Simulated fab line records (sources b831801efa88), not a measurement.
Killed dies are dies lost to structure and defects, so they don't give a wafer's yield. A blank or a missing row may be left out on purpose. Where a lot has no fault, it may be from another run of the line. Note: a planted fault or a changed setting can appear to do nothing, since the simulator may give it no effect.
The tool behind it: which one? + flow sky130 + 21 wafers from 7 lots sampled at 4 of the route's 708 steps

WHAT THE GAUGES READ, wafer by wafer
SKY_SD_N_CD_MEAS_07 targets a cd of 380 nm.
| lot  | measured     | on        | cd nm (nm)        |
|------|--------------|-----------|-------------------|
| L502 | day 28 16:56 | cd sem-02 | 379.8 379.9 380.2 |
| L504 | day 29 16:47 | cd sem-01 | 382.2 381.4 382.4 |
| L507 | day 30 05:59 | cd sem-01 | 384.9 385.3 385.6 |
| L509 | day 31 05:40 | cd sem-02 | 374.0 374.2 373.5 |
| L519 | day 34 04:46 | cd sem-01 | 379.8 379.2 379.1 |
| L521 | day 35 18:06 | cd sem-01 | 381.9 381.0 382.2 |
| L522 | day 35 20:10 | cd sem-01 | 379.2 381.6 380.7 |

TOOL THAT RAN EACH LOT (tool first, then ch and the chambers of the sampled wafers, then the start)
| lot  | SKY_POLY_GATE_STRIP_18               | SKY_LDD_N_STRIP_16                   | SKY_SD_P_EXPOSE_04                  |
|------|--------------------------------------|--------------------------------------|-------------------------------------|
| L502 | plasma asher-03 ch 0,1, day 17 06:32 | plasma asher-01 ch 0,1, day 18 16:43 | iline stepper-01 ch 0, day 25 17:24 |
| L504 | plasma asher-02 ch 0, day 18 02:53   | plasma asher-03 ch 0,1, day 19 14:11 | iline stepper-01 ch 0, day 26 16:47 |
| L507 | plasma asher-04 ch 0,1, day 18 19:05 | plasma asher-03 ch 0,1, day 20 05:04 | iline stepper-02 ch 0, day 27 05:54 |
| L509 | plasma asher-04 ch 0,1, day 20 00:02 | plasma asher-03 ch 0,1, day 21 09:46 | iline stepper-02 ch 0, day 28 07:43 |
| L519 | plasma asher-02 ch 0,1, day 23 10:49 | plasma asher-01 ch 0,1, day 24 19:31 | iline stepper-02, day 31 10:53      |
| L521 | plasma asher-03 ch 0,1, day 24 05:02 | plasma asher-01 ch 0,1, day 25 13:02 | iline stepper-02 ch 0, day 32 03:29 |
| L522 | plasma asher-03 ch 0, day 24 11:12   | plasma asher-02 ch 0,1, day 25 19:22 | iline stepper-02 ch 0, day 32 09:15 |
- SKY_POLY_GATE_STRIP_18: strips in O2/N2.
- SKY_LDD_N_STRIP_16: strips in O2/N2.
- SKY_SD_P_EXPOSE_04: exposes mask PSDM, target cd 380 nm.

THE ANSWER, worked out from the rows above alone
Rule: the lots themselves supply what counts as usual. The widest of any qualifying gaps counts: lots, ordered by their means at a reading, are off when they make up no more than a third of the lots, leave a main group of 4 or more, and stand apart from it by 3 or more times the standard deviation of that group's means. A main group whose means are all the same, to the digits that the tables above print for the reading, isn't used. Also off: a lot with no number at a reading for which 4 or more lots have one. All remaining lots with rows at the step are treated as sound.
Across all readings shown, no lot is off: no conclusion can be drawn from this.

WHAT THE SIMULATOR HAD PUT IN
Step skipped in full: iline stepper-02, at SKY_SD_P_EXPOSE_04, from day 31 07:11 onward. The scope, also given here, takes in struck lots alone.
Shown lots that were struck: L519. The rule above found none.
